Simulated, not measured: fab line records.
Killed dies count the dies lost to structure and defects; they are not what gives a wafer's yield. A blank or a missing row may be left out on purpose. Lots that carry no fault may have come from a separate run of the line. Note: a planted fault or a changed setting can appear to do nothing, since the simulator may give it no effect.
Comparing a struck lot with a sound one | flow gf180mcu | 25 steps out of a route of 602
Sound: these wafers, L590.2, L590.4, L590.5. Struck: wafer L600.5 (left out: L600.2, a lot-mate that was not struck); the cause follows at the end.
For every step that has rows: the tool of each side, followed by ch and its chambers, followed by its first start. Under that, the readings that differ: sound wafers | struck wafers | difference of the means | sigmas: that difference in standard deviations of wafers without a fault.
alike: same words and numbers on both sides, and readings whose means sit less than 2 such deviations apart. not compared: any withheld reading, any reading some wafer has no value for, any bound like >300 that may hide the same value, and any number with overlapping values for which the record gives no deviation.
Wherever a step has rows on one side only, a row that says differs or no value, or a row with sigmas, the two part there. Numbers that don't overlap but have no deviation are shown without sigmas and don't part them. A reading that every wafer of one side lacks parts them only if that side has two wafers or more.

first, 6 steps without rows for these wafers: GF_TOP_METAL_HMDS_08 (prime time 60 s); GF_TOP_METAL_COAT_09 (resist thk 1500 nm); GF_TOP_METAL_SOFTBAKE_10 (time 60 s); GF_TOP_METAL_EXPOSE_11 (exposes mask MetalTop, target cd 440 nm); GF_TOP_METAL_PEB_12; GF_TOP_METAL_DEVELOP_13 (develop time 60 s).
GF_TOP_METAL_CD_MEAS_14: the cd target is 440 nm.
  sound on cd_sem-02, day 29 22:01; struck on cd_sem-01, day 32 14:38
  alike: cd_nm
GF_TOP_METAL_OVL_MEAS_15:
  sound on overlay-01, day 29 22:07; struck on overlay-01, day 32 14:44
  alike: TOP_METAL_OVL
GF_TOP_METAL_METAL_ETCH_16: etches the open film in Cl2/BCl3, stops on SiO2, target depth 1197 nm, time 199.5 s.
  sound on rie_metal-02 ch 0, day 29 22:13; struck on rie_metal-04 ch 1, day 32 14:50
  reading                     | sound          | struck | difference | sigmas
  drypump_motor_current_A (A) | 5.86 5.88 5.86 | 5.22   | -0.65      | -3
  alike: bias_w, oes_product_au, throttle_valve_pct
  not compared: rf_hours_counter_h
GF_TOP_METAL_STRIP_17: strips in O2/N2.
  sound on plasma_asher-01 ch 0,1, day 29 22:32; struck on plasma_asher-03 ch 1, day 32 15:09
  reading                     | sound       | struck | difference | sigmas
  drypump_motor_current_A (A) | 4.9 5.5 5.5 | 6.5    | +1.2       | +2
  alike: heater_power_w, oes_product_au, strip_time_to_endpoint_s
  not compared: rf_hours_counter_h
then, 2 steps without rows for these wafers: GF_TOP_METAL_STRIP_18 (strips in post etch residue remover, time 1200 s); GF_TOP_METAL_CLEAN_19 (cleans in DIW).
GF_PASSIVATION_CVD_00: deposits SiO2 from TEOS, target thk 1000 nm, time 111.95 s.
  sound on pecvd-03 ch 0,2, day 29 23:04; struck on pecvd-03 ch 1, day 32 15:43
  reading                                      | sound             | struck | difference | sigmas
  run_length_s (s)                             | 140.3 140.9 140.4 | 154.3  | +13.8      | +31
  model.SiO2_of_PASSIVATION_CVD_00.thk_nm (nm) | 1007 1022 1022    | 1170   | +153       |
  alike: heater_power_w
GF_PASSIVATION_THK_MEAS_01:
  sound on film_metro-04, day 29 23:09; struck on film_metro-03, day 32 15:49
  reading                     | sound          | struck | difference | sigmas
  PASSIVATION_CVD_00_THK (nm) | 1007 1022 1022 | 1170   | +153       | +12
GF_PASSIVATION_CVD_02: deposits Si3N4, target thk 700 nm, time 486.18 s.
  sound on pecvd-02 ch 0,1, day 29 23:12; struck on pecvd-01 ch 2, day 32 15:52
  reading            | sound       | struck | difference | sigmas
  heater_power_w (W) | 894 704 635 | 416    | -328       | -2
  alike: run_length_s
GF_PASSIVATION_THK_MEAS_03:
  sound on film_metro-03, day 29 23:30; struck on film_metro-03, day 32 16:18
  alike: PASSIVATION_CVD_02_THK
then, 7 steps without rows for these wafers: GF_PASSIVATION_DEHYDRATE_04 (time 60 s); GF_PASSIVATION_HMDS_05 (prime time 60 s); GF_PASSIVATION_COAT_06 (resist thk 4000 nm); GF_PASSIVATION_SOFTBAKE_07; GF_PASSIVATION_EXPOSE_08 (exposes mask Pad, target cd 40000 nm); GF_PASSIVATION_PEB_09; GF_PASSIVATION_DEVELOP_10 (develop time 60 s).
GF_PASSIVATION_ETCH_11: etches the open film in CF4/O2, stops on TiN, target depth 2040 nm, time 453.3 s.
  sound on rie_diel-02 ch 0,2,3, day 30 17:37; struck on rie_diel-01 ch 3, day 33 08:10
  reading               | sound             | struck | difference | sigmas
  oes_product_au (a.u.) | 0.985 0.984 0.987 | 0.947  | -0.038     | -7
  alike: bias_w, drypump_motor_current_A, throttle_valve_pct
  not compared: rf_hours_counter_h
GF_PASSIVATION_STRIP_12: strips in O2/N2.
  sound on plasma_asher-04 ch 0, day 30 17:53; struck on plasma_asher-03 ch 0, day 33 08:26
  reading            | sound       | struck | difference | sigmas
  heater_power_w (W) | 301 296 290 | 440    | +144       | +3
  alike: drypump_motor_current_A, oes_product_au, strip_time_to_endpoint_s
  not compared: rf_hours_counter_h

== WHERE THEY PART ==
First at GF_TOP_METAL_METAL_ETCH_16; last, within this record, at GF_PASSIVATION_STRIP_12.

WHY: what had been put in by the simulator
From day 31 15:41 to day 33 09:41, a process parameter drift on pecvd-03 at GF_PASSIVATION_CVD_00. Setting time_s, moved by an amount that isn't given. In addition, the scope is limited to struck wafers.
